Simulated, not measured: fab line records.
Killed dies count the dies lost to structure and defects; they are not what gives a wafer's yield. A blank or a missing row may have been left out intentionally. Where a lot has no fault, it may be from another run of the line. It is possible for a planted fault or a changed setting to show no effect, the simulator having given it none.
2 desks, one fault	flow sky130	each desk holds nothing but its own numbers, with what lay behind them at the end

## FROM THE METROLOGY DESK
Lot by lot, what the gauges showed, no matter which tool ran the lot: averages of those sampled wafers that carry a number. A lot is out of limits, marked OUT, if its mean lies more than 4 standard deviations from the usual mean; the brackets give that distance.
Columns: A = LI_CONTACT_HDPCVD_THK at SKY_LI_CONTACT_THK_MEAS_01, usual 929 nm
lot	first seen here	A
L435	day 27 19:24	927
L437	day 29 03:21	932
L438	day 29 09:16	925
L441	day 30 05:01	922
L446	day 31 20:47	913
L445	day 31 21:37	923
L447	day 32 06:27	934
L449	day 33 02:04	927
L454	day 34 13:49	927
L455	day 34 17:00	931
L457	day 34 20:23	946
Finding of this desk: none of the 11 lots has anything out of limits.

## TOOL OWNER'S DESK, rie-diel-03
The tool's own readings at SKY_LI_CONTACT_ETCH_14 (etches BARC in N2/H2, stops on SiO2, time 45.9 s, target depth 60 nm): means of the sampled wafers that have a number, for each lot that ran on this tool. A lot is out of limits, marked OUT, if its mean lies more than 4 standard deviations from the usual mean; the brackets give that distance.
Columns: A = drypump-motor-current-A at SKY_LI_CONTACT_ETCH_14, usual 5.8 A; B = oes-product-au at SKY_LI_CONTACT_ETCH_14, usual 0.856 a.u.; C = rf-fwd-power-W at SKY_LI_CONTACT_ETCH_14, usual 493.8 W; D = throttle-valve-pct at SKY_LI_CONTACT_ETCH_14, usual 13.226 %
lot	first seen here	A	B	C	D
L437	day 30 08:25	5.9	0.857	493.4	13.243
L438	day 30 14:01	6.0	0.853	492.7	13.226
L441	day 31 09:20	5.9	0.858	492.3	13.229
L447	day 33 09:55	5.9	0.862	494.6	13.232
L454	day 35 16:38	5.8	0.857	691.1 (+86) OUT	13.218
L457	day 35 23:13	5.9	0.854	692.0 (+86) OUT	13.236
This desk finds L454, L457 out of limits, L454 being first, at day 35 16:38 (rf-fwd-power-W at SKY_LI_CONTACT_ETCH_14). L437, L438, L441, L447 stayed within limits.

## TAKEN TOGETHER
The tool owner's desk had the chance to raise an alarm at day 35 16:38 on L454, L457.
At the metrology desk, nothing out of limits was observed.
The metrology desk has L454, L457 on record, within its limits.
SKY_LI_CONTACT_ETCH_14 was run on rie-diel-03 by each of the lots named.

## WHAT THE SIMULATOR HAD PUT IN
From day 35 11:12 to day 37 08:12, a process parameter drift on rie-diel-03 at SKY_LI_CONTACT_ETCH_14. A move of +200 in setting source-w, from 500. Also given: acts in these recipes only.
Shown lots that were struck: L454, L457.
Each desk's first reading out of limits, in hours after the fault started: the tool owner's desk, 5.
